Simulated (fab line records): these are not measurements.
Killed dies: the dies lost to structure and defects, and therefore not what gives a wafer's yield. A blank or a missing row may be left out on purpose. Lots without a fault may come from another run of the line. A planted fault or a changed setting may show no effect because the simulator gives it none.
One fault seen from 2 desks | flow sfqLine | each desk holds nothing but its own numbers, with what lay behind them at the end

== THE METROLOGY DESK ==
Means of the sampled wafers that have a number, per lot and without regard to the tool the lot ran on: this is what the gauges read. Any lot whose mean is over 4 standard deviations away from the usual mean is out of limits and marked OUT; that distance is given in the brackets.
Columns: A = M6_NB_RS at SFQ_M6_RS_MEAS_938, usual 0.886 ohm/sq; B = M7_NB_RS at SFQ_M7_RS_MEAS_943, usual 0.888 ohm/sq
lot  | first seen here | A     | B
L603 | day 65 05:47    | 0.885 | 0.873
L604 | day 65 06:58    | 0.890 | 0.896
L605 | day 68 19:19    | 0.892 | 0.895
L609 | day 76 13:13    | 0.887 | 0.889
L610 | day 77 01:12    | 0.883 | 0.989 (+12) OUT
L612 | day 77 14:26    | 0.887 | 0.987 (+12) OUT
L616 | day 77 22:48    | 0.885 | 0.877
L617 | day 78 04:48    | 0.876 | 0.882
L618 | day 78 09:36    | 0.880 | 0.890
L619 | day 78 12:01    | 0.896 | 0.887
L620 | day 78 13:12    | 0.876 | 0.897
L622 | day 78 19:13    | 0.890 | 0.888
L623 | day 79 16:20    | 0.892 | 0.879
L625 | day 79 22:07    | 0.882 | 0.880
This desk reports L610, L612 out of limits; the earliest was L610 at day 81 17:10 (M7_NB_RS at SFQ_M7_RS_MEAS_943). Within limits: L603, L604, L605, L609, L616, L617, L618, L619, L620, L622, L623, L625.

== DESK OF THE TOOL OWNER: pvdSputter-04 ==
The tool's own readings at SFQ_TRILAYER_M7_DEP_SPUTTER_175 (material Nb, target thk 200 nm, time 133.3 s): means of the sampled wafers that have a number, for each lot that ran on this tool. Any lot whose mean is over 4 standard deviations away from the usual mean is out of limits and marked OUT; that distance is given in the brackets.
Columns: A = basePressurePa at SFQ_TRILAYER_M7_DEP_SPUTTER_175, usual 1.33e-06 Pa; B = substrateTempC at SFQ_TRILAYER_M7_DEP_SPUTTER_175, usual 20.01 C; C = throttleValvePct at SFQ_TRILAYER_M7_DEP_SPUTTER_175, usual 30.0 %
lot  | first seen here | A        | B     | C
L604 | day 75 11:06    | 1.45e-06 | 20.03 | 31.2
L609 | day 81 04:05    | 1.29e-06 | 20.02 | 31.1
L610 | day 81 17:04    | 1.36e-06 | 19.92 | 31.4
L612 | day 82 11:05    | 1.30e-06 | 20.04 | 31.0
L623 | day 85 03:17    | 1.37e-06 | 20.02 | 31.0
This desk's finding: nothing out of limits on any of the 5 lots.

== ALL TOGETHER ==
The metrology desk could have raised an alarm at day 81 17:10, on L610, L612.
The tool owner's desk saw nothing out of limits.
On record at the tool owner's desk: L610, L612, within its limits.
On pvdSputter-04, each named lot ran SFQ_TRILAYER_M7_DEP_SPUTTER_175.

== WHAT THE SIMULATOR HAD INSERTED ==
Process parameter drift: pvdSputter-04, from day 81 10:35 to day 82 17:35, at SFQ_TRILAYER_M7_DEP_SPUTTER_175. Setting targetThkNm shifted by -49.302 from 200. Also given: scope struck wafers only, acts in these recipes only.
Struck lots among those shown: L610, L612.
Hours from the fault's start to each desk's first reading out of limits: the metrology desk, 7.
